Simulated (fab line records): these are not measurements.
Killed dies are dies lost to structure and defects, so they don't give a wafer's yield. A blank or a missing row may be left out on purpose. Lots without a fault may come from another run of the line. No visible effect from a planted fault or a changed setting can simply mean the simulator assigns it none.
fab line records	flow sky130	part 1 of 2: steps 1 to 27 of 38
record: lots: 5	wafers: 15	lastDay: 50
route steps=708 shown VIA3@590 METAL4@598 CAP2M@603
lots untouched by any fault: they come from a run of this same line in which no faults occurred
startH: hours from the record's opening day to when the first of the lot's shown wafers began	waitH: time in hours since the lot's previous step	" identical to the entry in the row above	L1.1+2: a row that stands for several wafers	- no value, or no start was given	* or withheld: withheld	< > ~ a bound
route shown NAME@n: names a module that has steps shown in the file, with the first one's number in the route	usual: mean and standard deviation over wafers with no fault	same: alike in all rows	chamber/n: place in a boat	sites: each site's reading	_std_site: standard deviation of those values	_edge_site: outer sites' mean less inner sites'	radiusMm: how far each site lies from the wafer's centre	mask NAME#n: copy n	behind: the last tool/chamber to shape the wafer	hold: the reason the lot was held/the length of the hold in hours/how it ended	device: whichever transistor did not switch (one of n, p or np)	end of line: tests of these same wafers at the route's end	a step given without rows: its recipe and nothing more	killed: count of dies lost to structure and defects at first sort (not the wafer's yield)	map: a wafer's dies, x killed, . not, _ none there
set.NAME: the setting as run; set.NAME@STEP: as run at that earlier step	model.NAME: the simulator's own value behind a step, which no gauge read
lots seen at some steps along the route; tables by step, rows by wafer
services: the hour from which a tool's chamber was out of use, counted from the record's first day as startH (under 0 if before that day), plus the number of hours and why
== steps ==
step: SKY_VIA3_STRIP_17
recipe: chemistry: postEtchResidueRemover	timeS: 1200	tempC: 72.5
lot.wafer	tool	chamber	startH	waitH
L076.1+4+5	wetBench-03	3	947.34	0.1
L080.1+2+3	wetBench-02	0	974.89	0.1
L079.2+5+6	wetBench-02	3	976.64	0.1
L083.1+3+5	wetBench-03	0	995.15	0.1
L095.2+3+5	wetBench-01	1	1076.70	0.1
step: SKY_VIA3_CLEAN_18
recipe: chemistry: IPA	timeS: 180	tempC: 25
lot.wafer	tool	chamber	startH	waitH
L076.1+4+5	wetBench-02	2	947.68	0.0
L080.1+2+3	wetBench-01	2	975.27	0.0
L079.2+5+6	wetBench-01	1	977.02	0.0
L083.1+3+5	wetBench-01	0	995.49	0.0
L095.2+3+5	wetBench-02	1	1077.04	0.0
step: SKY_VIA3_CLEAN_19
recipe: chemistry: O3/DIW	dry: n2Spin
lot.wafer	tool	chamber	startH	waitH
L076.1+4+5	wetBench-03	2	947.75	0.0
L080.1+2+3	wetBench-03	3	975.33	0.0
L079.2+5+6	wetBench-03	3	977.08	0.0
L083.1+3+5	wetBench-03	3	995.55	0.0
L095.2+3+5	wetBench-03	3	1077.10	0.0
step: SKY_VIA3_SPUTTER_20
recipe: material: TiN	targetThkNm: 20	chamberPressurePa: 4.812	powerW: 4000	timeS: 80
usual: throttleValvePct: 30.8/1.1
lot.wafer	tool	chamber	startH	waitH	throttleValvePct
L076.1	pvdSputter-01	-	947.84	0.0	31.2
L076.4	"	-	"	"	29.0
L076.5	"	-	"	"	31.4
L080.1	pvdSputter-03	-	975.42	0.0	29.8
L080.2	"	-	"	"	32.2
L080.3	"	-	"	"	30.5
L079.2	pvdSputter-04	-	977.17	0.0	31.5
L079.5	"	-	"	"	31.0
L079.6	"	-	"	"	31.2
L083.1	pvdSputter-03	-	995.64	0.0	32.7
L083.3	"	-	"	"	29.4
L083.5	"	-	"	"	32.3
L095.2	pvdSputter-04	-	1077.19	0.0	30.6
L095.3	"	-	"	"	29.6
L095.5	"	-	"	"	31.4
step: SKY_VIA3_CVD_21
recipe: material: W	targetThkNm: 390	timeS: 117.31	tempC: 400	pressureTorr: 40
usual: chamberPressureTorr: 40.01/0.075	heaterPowerW: 774/48
lot.wafer	tool	chamber	startH	waitH	chamberPressureTorr	heaterPowerW
L076.1	cvdW-01	1	947.90	0.0	39.87	726
L076.4	"	1	"	"	40.01	766
L076.5	"	0	"	"	40.05	854
L080.1	cvdW-02	0	975.48	0.0	39.97	776
L080.2	"	1	"	"	40.05	753
L080.3	"	1	"	"	40.09	757
L079.2	cvdW-01	1	977.23	0.0	40.08	740
L079.5	"	1	"	"	40.09	737
L079.6	"	0	"	"	39.95	883
L083.1	cvdW-01	1	995.70	0.0	40.08	757
L083.3	"	0	"	"	39.91	870
L083.5	"	1	"	"	39.99	744
L095.2	cvdW-02	1	1077.25	0.0	40.04	743
L095.3	"	1	"	"	40.13	749
L095.5	"	1	"	"	40.14	756
step: SKY_VIA3_RS_MEAS_22
recipe: thkMeasGauge: four-point-probe	reads: W_of_VIA3_CVD_21+TiN_of_VIA3_SPUTTER_20
usual: VIA3_W_RS: 0.295/0.0036
lot.wafer	tool	chamber	startH	waitH	VIA3_W_RS[ohm/sq]
L076.1	filmMetro-02	-	948.02	0.1	0.296
L076.4	"	-	"	"	0.295
L076.5	"	-	"	"	0.294
L080.1	filmMetro-04	-	975.60	0.1	0.300
L080.2	"	-	"	"	0.295
L080.3	"	-	"	"	0.290
L079.2	filmMetro-02	-	977.37	0.1	0.292
L079.5	"	-	"	"	0.289
L079.6	"	-	"	"	0.293
L083.1	filmMetro-03	-	995.82	0.1	0.292
L083.3	"	-	"	"	0.294
L083.5	"	-	"	"	0.295
L095.2	filmMetro-02	-	1077.39	0.1	0.295
L095.3	"	-	"	"	0.294
L095.5	"	-	"	"	0.296
step: SKY_VIA3_THK_MEAS_23
recipe: thkMeasGauge: xrf	reads: W_of_VIA3_CVD_21
usual: VIA3_W_THK: 381/6.6
lot.wafer	tool	chamber	startH	waitH	VIA3_W_THK[nm]
L076.1	filmMetro-02	-	948.14	0.1	390
L076.4	"	-	"	"	388
L076.5	"	-	"	"	392
L080.1	filmMetro-04	-	975.72	0.1	376
L080.2	"	-	"	"	382
L080.3	"	-	"	"	386
L079.2	filmMetro-02	-	977.48	0.1	387
L079.5	"	-	"	"	391
L079.6	"	-	"	"	387
L083.1	filmMetro-03	-	995.94	0.1	376
L083.3	"	-	"	"	376
L083.5	"	-	"	"	376
L095.2	filmMetro-02	-	1077.50	0.1	385
L095.3	"	-	"	"	386
L095.5	"	-	"	"	385
step: SKY_VIA3_CMP_24
recipe: stopOn: SiO2	tOverpolishS: 20	downForcePsi: 3.5	platenRpm: 60	targetThkNm: 0	padVelocityMS: 0.94248
usual: headPressurePsi: 3.499/0.0076	motorCurrentA: 11.3/1.1	overpolishRunS: 19.999/0.0093	timeToEndpointS: 92/5.7
lot.wafer	tool	chamber	startH	waitH	headPressurePsi	motorCurrentA	overpolishRunS	timeToEndpointS
L076.4	cmp-01	1	948.25	0.1	3.504	13.4	20.007	89
L076.1	"	2	"	"	3.502	10.6	20.000	99
L076.5	"	0	"	"	3.489	10.4	20.009	87
L080.3	cmp-01	3	975.78	0.0	3.488	10.9	19.999	92
L080.2	"	1	"	"	3.503	12.8	19.991	90
L080.1	"	2	"	"	3.499	10.6	20.006	98
L079.2	cmp-02	3	977.63	0.1	3.497	11.8	19.978	94
L079.5	"	1	"	"	3.484	10.5	20.008	92
L079.6	"	2	"	"	3.498	11.9	20.006	88
L083.1	cmp-01	1	996.05	0.1	3.501	12.5	19.996	90
L083.3	"	3	"	"	3.498	10.0	19.993	91
L083.5	"	1	"	"	3.503	12.7	20.003	90
L095.3	cmp-01	1	1077.55	0.0	3.493	13.2	20.016	88
L095.2	"	2	"	"	3.492	11.2	19.998	100
L095.5	"	1	"	"	3.482	12.9	19.998	89
step: SKY_METAL4_SPUTTER_00
recipe: material: Ti	targetThkNm: 15	powerW: 3000	timeS: 10	chamberPressurePa: 0.4
usual: throttleValvePct: 30.4/0.78
lot.wafer	tool	chamber	startH	waitH	throttleValvePct
L076.1	pvdSputter-01	-	948.50	0.1	30.8
L076.4	"	-	"	"	30.9
L076.5	"	-	"	"	30.8
L080.1	pvdSputter-01	-	976.08	0.1	29.2
L080.2	"	-	"	"	31.0
L080.3	"	-	"	"	30.6
L079.2	pvdSputter-02	-	977.83	0.1	30.0
L079.5	"	-	"	"	30.2
L079.6	"	-	"	"	30.0
L083.1	pvdSputter-01	-	996.30	0.2	31.4
L083.3	"	-	"	"	30.6
L083.5	"	-	"	"	29.2
L095.2	pvdSputter-02	-	1077.85	0.2	30.2
L095.3	"	-	"	"	29.7
L095.5	"	-	"	"	30.3
step: SKY_METAL4_SPUTTER_01
recipe: material: TiN	targetThkNm: 20	powerW: 6500	timeS: 16.44	chamberPressurePa: 0.4
usual: throttleValvePct: 30.4/0.78
lot.wafer	tool	chamber	startH	waitH	throttleValvePct
L076.1	pvdSputter-01	-	948.52	0.0	30.7
L076.4	"	-	"	"	31.4
L076.5	"	-	"	"	30.9
L080.1	pvdSputter-01	-	976.10	0.0	29.2
L080.2	"	-	"	"	31.1
L080.3	"	-	"	"	30.4
L079.2	pvdSputter-02	-	977.85	0.0	30.0
L079.5	"	-	"	"	30.3
L079.6	"	-	"	"	30.2
L083.1	pvdSputter-01	-	996.32	0.0	31.1
L083.3	"	-	"	"	30.5
L083.5	"	-	"	"	29.3
L095.2	pvdSputter-02	-	1077.87	0.0	30.4
L095.3	"	-	"	"	29.9
L095.5	"	-	"	"	30.5
step: SKY_METAL4_SPUTTER_02
recipe: material: AlCu	targetThkNm: 735	powerW: 10600	timeS: 39.1	chamberPressurePa: 0.4
usual: throttleValvePct: 30.4/0.77
lot.wafer	tool	chamber	startH	waitH	throttleValvePct
L076.1	pvdSputter-01	-	948.55	0.0	30.4
L076.4	"	-	"	"	31.2
L076.5	"	-	"	"	30.5
L080.1	pvdSputter-01	-	976.13	0.0	29.1
L080.2	"	-	"	"	30.9
L080.3	"	-	"	"	30.7
L079.2	pvdSputter-02	-	977.88	0.0	30.0
L079.5	"	-	"	"	30.3
L079.6	"	-	"	"	30.3
L083.1	pvdSputter-01	-	996.35	0.0	31.1
L083.3	"	-	"	"	30.7
L083.5	"	-	"	"	29.3
L095.2	pvdSputter-02	-	1077.90	0.0	30.5
L095.3	"	-	"	"	29.8
L095.5	"	-	"	"	30.2
step: SKY_METAL4_SPUTTER_03
recipe: material: Ti	targetThkNm: 5	powerW: 3000	timeS: 3.3	chamberPressurePa: 0.4
usual: throttleValvePct: 30.4/0.77
lot.wafer	tool	chamber	startH	waitH	throttleValvePct
L076.1	pvdSputter-01	-	948.59	0.0	30.7
L076.4	"	-	"	"	31.2
L076.5	"	-	"	"	31.1
L080.1	pvdSputter-01	-	976.17	0.0	29.3
L080.2	"	-	"	"	31.1
L080.3	"	-	"	"	30.7
L079.2	pvdSputter-02	-	977.92	0.0	30.1
L079.5	"	-	"	"	30.3
L079.6	"	-	"	"	29.9
L083.1	pvdSputter-01	-	996.39	0.0	31.2
L083.3	"	-	"	"	30.7
L083.5	"	-	"	"	29.1
L095.2	pvdSputter-02	-	1077.94	0.0	30.4
L095.3	"	-	"	"	30.1
L095.5	"	-	"	"	30.4
step: SKY_METAL4_SPUTTER_04
recipe: material: TiN	targetThkNm: 70	powerW: 6500	timeS: 58.3	chamberPressurePa: 0.4
usual: throttleValvePct: 30.4/0.79
lot.wafer	tool	chamber	startH	waitH	throttleValvePct
L076.1	pvdSputter-01	-	948.61	0.0	30.6
L076.4	"	-	"	"	31.2
L076.5	"	-	"	"	30.8
L080.1	pvdSputter-01	-	976.19	0.0	29.1
L080.2	"	-	"	"	31.0
L080.3	"	-	"	"	30.6
L079.2	pvdSputter-02	-	977.94	0.0	29.9
L079.5	"	-	"	"	30.4
L079.6	"	-	"	"	30.1
L083.1	pvdSputter-01	-	996.41	0.0	31.2
L083.3	"	-	"	"	30.8
L083.5	"	-	"	"	29.1
L095.2	pvdSputter-02	-	1077.96	0.0	30.3
L095.3	"	-	"	"	30.1
L095.5	"	-	"	"	30.4
step: SKY_CAP2M_CVD_00
recipe: material: SiO2	targetThkNm: 15.5	tempC: 400	timeS: withheld	rfW: 450
usual: heaterPowerW: 729/130
lot.wafer	tool	chamber	startH	waitH	heaterPowerW
L076.1	pecvd-04	1	948.66	0.0	586
L076.4	"	2	"	"	951
L076.5	"	1	"	"	606
L080.1	pecvd-01	0	976.24	0.0	513
L080.2	"	2	"	"	696
L080.3	"	1	"	"	801
L079.2	pecvd-04	0	977.99	0.0	649
L079.5	"	1	"	"	654
L079.6	"	0	"	"	660
L083.1	pecvd-04	0	996.45	0.0	675
L083.3	"	2	"	"	956
L083.5	"	0	"	"	696
L095.2	pecvd-04	0	1078.01	0.0	683
L095.3	"	2	"	"	929
L095.5	"	2	"	"	941
step: SKY_CAP2M_THK_MEAS_01
recipe: reads: SiO2_of_CAP2M_CVD_00
usual: CAP2M_CVD_00_THK: 15.49/0.3
lot.wafer	tool	chamber	startH	waitH	CAP2M_CVD_00_THK[nm]
L076.1	filmMetro-01	-	948.68	-	15.23
L076.4	"	-	"	"	15.47
L076.5	"	-	"	"	15.78
L080.1	filmMetro-04	-	976.26	-	14.92
L080.2	"	-	"	"	15.65
L080.3	"	-	"	"	15.29
L079.2	filmMetro-03	-	978.02	-	15.50
L079.5	"	-	"	"	15.47
L079.6	"	-	"	"	15.59
L083.1	filmMetro-03	-	996.48	-	15.32
L083.3	"	-	"	"	15.29
L083.5	"	-	"	"	15.66
L095.2	filmMetro-01	-	1078.04	-	15.67
L095.3	"	-	"	"	15.48
L095.5	"	-	"	"	15.46
step: SKY_CAP2M_SPUTTER_02
recipe: material: TiN	targetThkNm: 200	tempC: 300	powerW: 6500	timeS: 166.7	chamberPressurePa: 0.4
usual: throttleValvePct: 30.9/1.2
lot.wafer	tool	chamber	startH	waitH	throttleValvePct
L076.1	pvdSputter-03	-	948.74	0.1	30.4
L076.4	"	-	"	"	29.7
L076.5	"	-	"	"	32.9
L080.1	pvdSputter-03	-	976.32	0.1	32.8
L080.2	"	-	"	"	29.7
L080.3	"	-	"	"	32.2
L079.2	pvdSputter-01	-	978.07	0.0	31.0
L079.5	"	-	"	"	31.0
L079.6	"	-	"	"	30.8
L083.1	pvdSputter-02	-	996.54	0.1	29.9
L083.3	"	-	"	"	32.0
L083.5	"	-	"	"	30.0
L095.2	pvdSputter-03	-	1078.09	0.0	30.2
L095.3	"	-	"	"	33.0
L095.5	"	-	"	"	29.7
step: SKY_CAP2M_RS_MEAS_03
recipe: thkMeasGauge: four-point-probe	reads: TiN_of_CAP2M_SPUTTER_02
usual: CAP2M_TIN_RS: 6.95/0.11
lot.wafer	tool	chamber	startH	waitH	CAP2M_TIN_RS[ohm/sq]
L076.1	filmMetro-01	-	948.85	0.1	7.05
L076.4	"	-	"	"	7.02
L076.5	"	-	"	"	7.06
L080.1	filmMetro-01	-	976.43	0.1	7.17
L080.2	"	-	"	"	7.07
L080.3	"	-	"	"	7.20
L079.2	filmMetro-04	-	978.20	0.1	6.76
L079.5	"	-	"	"	6.77
L079.6	"	-	"	"	6.71
L083.1	filmMetro-01	-	996.65	0.1	6.96
L083.3	"	-	"	"	6.88
L083.5	"	-	"	"	6.84
L095.2	filmMetro-01	-	1078.22	0.1	6.93
L095.3	"	-	"	"	7.01
L095.5	"	-	"	"	6.96
step: SKY_CAP2M_THK_MEAS_04
recipe: thkMeasGauge: xrf	reads: TiN_of_CAP2M_SPUTTER_02
usual: CAP2M_TIN_THK: 199/3.4
lot.wafer	tool	chamber	startH	waitH	CAP2M_TIN_THK[nm]
L076.1	filmMetro-01	-	948.97	0.1	195
L076.4	"	-	"	"	197
L076.5	"	-	"	"	195
L080.1	filmMetro-01	-	976.55	0.1	191
L080.2	"	-	"	"	194
L080.3	"	-	"	"	191
L079.2	filmMetro-04	-	978.31	0.1	206
L079.5	"	-	"	"	206
L079.6	"	-	"	"	207
L083.1	filmMetro-01	-	996.77	0.1	196
L083.3	"	-	"	"	199
L083.5	"	-	"	"	200
L095.2	filmMetro-01	-	1078.33	0.1	198
L095.3	"	-	"	"	196
L095.5	"	-	"	"	197
step: SKY_CAP2M_DEHYDRATE_05
recipe: tempC: 200	timeS: 60
usual: exhaustPa: 45.1/1
lot.wafer	tool	chamber	startH	waitH	exhaustPa
L076.1	lithoTrack-02	0	959.79	10.8	47.0
L076.4	"	0	"	"	45.7
L076.5	"	0	"	"	44.8
L080.1	lithoTrack-02	0	987.64	11.1	43.7
L080.2	"	0	"	"	43.6
L080.3	"	0	"	"	45.2
L079.2	lithoTrack-02	0	988.91	10.6	45.8
L079.5	"	0	"	"	46.2
L079.6	"	0	"	"	46.6
L083.1	lithoTrack-03	0	1007.40	10.6	44.1
L083.3	"	0	"	"	43.1
L083.5	"	0	"	"	44.1
L095.2	lithoTrack-04	0	1087.71	9.4	45.7
L095.3	"	0	"	"	45.4
L095.5	"	0	"	"	44.2
step: SKY_CAP2M_HMDS_06
recipe: primeTimeS: 60	primeTempC: 120
usual: exhaustPa: 45.0/0.89
lot.wafer	tool	chamber	startH	waitH	exhaustPa
L076.1	lithoTrack-02	0	959.94	0.1	44.2
L076.4	"	0	"	"	44.3
L076.5	"	0	"	"	43.2
L080.1	lithoTrack-02	0	987.79	0.1	46.0
L080.2	"	0	"	"	46.2
L080.3	"	0	"	"	45.4
L079.2	lithoTrack-02	0	989.06	0.1	44.2
L079.5	"	0	"	"	45.0
L079.6	"	0	"	"	45.3
L083.1	lithoTrack-03	0	1007.55	0.1	46.2
L083.3	"	0	"	"	47.0
L083.5	"	0	"	"	45.3
L095.2	lithoTrack-04	0	1087.86	0.1	45.8
L095.3	"	0	"	"	45.6
L095.5	"	0	"	"	46.9
step: SKY_CAP2M_COAT_07
recipe: resist: NOVOLAK	spinRpm: 3000	resistThkNm: 1140
usual: exhaustPa: 44.9/0.85
lot.wafer	tool	chamber	startH	waitH	exhaustPa
L076.1	lithoTrack-02	0	960.09	0.1	46.3
L076.4	"	0	"	"	45.1
L076.5	"	0	"	"	46.0
L080.1	lithoTrack-02	0	987.94	0.1	44.1
L080.2	"	0	"	"	44.0
L080.3	"	0	"	"	43.7
L079.2	lithoTrack-02	0	989.21	0.1	44.7
L079.5	"	0	"	"	44.9
L079.6	"	0	"	"	44.2
L083.1	lithoTrack-03	0	1007.70	0.1	46.3
L083.3	"	0	"	"	44.5
L083.5	"	0	"	"	45.8
L095.2	lithoTrack-04	0	1088.01	0.1	45.2
L095.3	"	0	"	"	44.9
L095.5	"	0	"	"	44.7
step: SKY_CAP2M_SOFTBAKE_08
recipe: tempC: 90	timeS: 60	resist: NOVOLAK
usual: exhaustPa: 45.3/0.84
lot.wafer	tool	chamber	startH	waitH	exhaustPa
L076.1	lithoTrack-02	0	960.24	0.1	44.1
L076.4	"	0	"	"	45.4
L076.5	"	0	"	"	45.2
L080.1	lithoTrack-02	0	988.09	0.1	44.0
L080.2	"	0	"	"	45.0
L080.3	"	0	"	"	45.4
L079.2	lithoTrack-02	0	989.36	0.1	46.1
L079.5	"	0	"	"	45.7
L079.6	"	0	"	"	45.1
L083.1	lithoTrack-03	0	1007.85	0.1	44.3
L083.3	"	0	"	"	45.0
L083.5	"	0	"	"	43.7
L095.2	lithoTrack-04	0	1088.16	0.1	46.6
L095.3	"	0	"	"	45.7
L095.5	"	0	"	"	45.0
step: SKY_CAP2M_EXPOSE_09
recipe: maskId: CAP2M	na: 0.6	sourceShape: conventional	sigmaOuter: 0.6	polarization: unpolarized	targetCdNm: 1000	doseMj: 159
lot.wafer	tool	chamber	startH	waitH	mask
L076.1+4+5	ilineStepper-02	0	-	-	CAP2M#0
L080.1+2+3	ilineStepper-01	0	-	-	CAP2M#0
L079.2+5+6	ilineStepper-01	0	-	-	CAP2M#0
L083.1+3+5	ilineStepper-02	0	-	-	CAP2M#0
L095.2+3+5	ilineStepper-02	0	-	-	CAP2M#0
step: SKY_CAP2M_PEB_10
recipe: tempC: withheld	timeS: *	resist: NOVOLAK
usual: exhaustPa: 44.9/0.88
lot.wafer	tool	chamber	startH	waitH	exhaustPa
L076.1	lithoTrack-03	0	-	-	44.4
L076.4	"	0	"	"	46.1
L076.5	"	0	"	"	45.0
L080.1	lithoTrack-02	0	-	-	43.5
L080.2	"	0	"	"	43.7
L080.3	"	0	"	"	44.6
L079.2	lithoTrack-03	0	-	-	43.3
L079.5	"	0	"	"	44.5
L079.6	"	0	"	"	44.1
L083.1	lithoTrack-02	0	-	-	45.0
L083.3	"	0	"	"	46.0
L083.5	"	0	"	"	43.9
L095.2	lithoTrack-02	0	-	-	44.7
L095.3	"	0	"	"	44.2
L095.5	"	0	"	"	43.1
step: SKY_CAP2M_DEVELOP_11
recipe: resist: NOVOLAK	developer: TMAH	developTimeS: 60	devTempC: 23
usual: exhaustPa: 44.8/0.82
lot.wafer	tool	chamber	startH	waitH	exhaustPa
L076.1	lithoTrack-03	0	972.55	0.1	46.6
L076.4	"	0	"	"	44.6
L076.5	"	0	"	"	44.7
L080.1	lithoTrack-02	0	999.24	0.1	44.1
L080.2	"	0	"	"	45.4
L080.3	"	0	"	"	44.4
L079.2	lithoTrack-03	0	1000.73	0.1	44.7
L079.5	"	0	"	"	43.8
L079.6	"	0	"	"	44.7
L083.1	lithoTrack-02	0	1019.34	0.1	44.3
L083.3	"	0	"	"	45.9
L083.5	"	0	"	"	44.4
L095.2	lithoTrack-02	0	1098.81	0.1	45.1
L095.3	"	0	"	"	46.7
L095.5	"	0	"	"	45.7
step: SKY_CAP2M_OVL_MEAS_12
usual: CAP2M_OVL: -0.9/1.3
lot.wafer	tool	chamber	startH	waitH	CAP2M_OVL[nm]
L076.1	overlay-02	-	972.70	0.1	-3.8
L076.4	"	-	"	"	-0.5
L076.5	"	-	"	"	-2.4
L080.1	overlay-01	-	999.39	0.1	0.1
L080.2	"	-	"	"	-0.4
L080.3	"	-	"	"	1.2
L079.2	overlay-01	-	1000.86	0.1	1.0
L079.5	"	-	"	"	-0.7
L079.6	"	-	"	"	0.4
L083.1	overlay-01	-	1019.49	0.1	-0.8
L083.3	"	-	"	"	-0.6
L083.5	"	-	"	"	-2.5
L095.2	overlay-02	-	1098.94	0.1	-0.5
L095.3	"	-	"	"	-0.7
L095.5	"	-	"	"	-0.6
step: SKY_CAP2M_METAL_ETCH_13
recipe: targetDepthNm: 220	stopOn: SiO2	chemistry: Cl2/BCl3	target: TiN	pressureMtorr: 10	icpW: 900	biasW: 48.5	Cl2_flow_sccm: 60	bcl3FlowSccm: 30	timeS: 62.9
usual: drypumpMotorCurrentA: 5.6/0.51	oesProductAu: 0.938/0.0095	throttleValvePct: 21.903/0.011
lot.wafer	tool	chamber	startH	waitH	drypumpMotorCurrentA	oesProductAu	rfHoursCounterH	throttleValvePct
L076.1	rieMetal-01	0	972.74	0.0	5.1	0.932	16	21.909
L076.4	"	1	"	"	5.7	0.930	-	21.910
L076.5	"	1	"	"	5.7	0.925	-	21.906
L080.1	rieMetal-02	0	999.42	0.0	6.0	0.927	22	21.921
L080.2	"	1	"	"	6.3	0.923	6	21.916
L080.3	"	0	"	"	6.0	0.913	-	21.913
L079.2	rieMetal-03	1	1000.89	0.0	4.8	0.945	15	21.898
L079.5	"	0	"	"	5.7	0.962	-	21.893
L079.6	"	1	"	"	4.7	0.951	-	21.910
L083.1	rieMetal-02	1	1019.52	0.0	6.3	0.937	6	21.897
L083.3	"	1	"	"	6.2	0.945	-	21.893
L083.5	"	1	"	"	6.2	0.941	-	21.908
L095.2	rieMetal-01	1	1099.00	0.0	5.6	0.934	-	21.916
L095.3	"	1	"	"	5.7	0.937	-	21.893
L095.5	"	1	"	"	5.6	0.937	-	21.909
